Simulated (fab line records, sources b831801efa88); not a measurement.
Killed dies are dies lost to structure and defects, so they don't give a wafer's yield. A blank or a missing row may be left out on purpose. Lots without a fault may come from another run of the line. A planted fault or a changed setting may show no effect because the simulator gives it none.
Chamber matching | flow sky130 | SKY_VIA1_ETCH_15 on rie_diel-03: 4 sister chambers
The step etches SiO2 in C4F8/O2/Ar, stops on TiN, target depth 351 nm, time 54 s. 7 wafers are shown with their chamber, then 8 later ones without.

WAFERS WITH THEIR CHAMBER
wafer  | chamber | oes_product_au (a.u.)
L075.1 | 1       | 0.977
L075.6 | 0       | 0.974
L087.3 | 3       | 0.984
L080.4 | 2       | 0.983
L080.5 | 2       | 0.980
L080.6 | 3       | 0.979
L090.2 | 0       | 0.977

WAFERS WITHOUT THEIR CHAMBER
wafer  | oes_product_au (a.u.)
L090.3 | 0.979
L090.5 | 0.988
L093.2 | 0.978
L093.3 | 0.986
L093.4 | 0.981
L095.1 | 0.973
L095.3 | 0.979
L095.5 | 0.971

WHICH CHAMBER EACH WENT THROUGH
wafer  | from the rows above               | in truth
L090.3 | can't be placed: 1 or 2 or 3 or 0 | 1
L090.5 | can't be placed: 2 or 3 or 1      | 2
L093.2 | can't be placed: 1 or 0 or 2 or 3 | 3
L093.3 | can't be placed: 2 or 3 or 1      | 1
L093.4 | can't be placed: 2 or 3 or 1 or 0 | 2
L095.1 | can't be placed: 0 or 1           | 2
L095.3 | can't be placed: 1 or 2 or 3 or 0 | 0
L095.5 | can't be placed: 0 or 1           | 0
Placed correctly: 0 of 8. Can't be placed from these rows: 8 (the true chamber is among the candidates in 7). Placed wrongly: 0.
How it was worked out, from the rows above alone: a wafer's distance from a chamber is the root of the sum, over the readings, of the square of ((its reading less the chamber's mean) divided by the reading's scatter). The wafer belongs to the nearest chamber; if the next one is less than 2 further off, it can't be placed. A chamber's mean is the mean of its shown wafers. The scatter: the root of (the sum of the squares of (reading less its chamber's mean) over the shown wafers, divided by (wafers less chambers)).
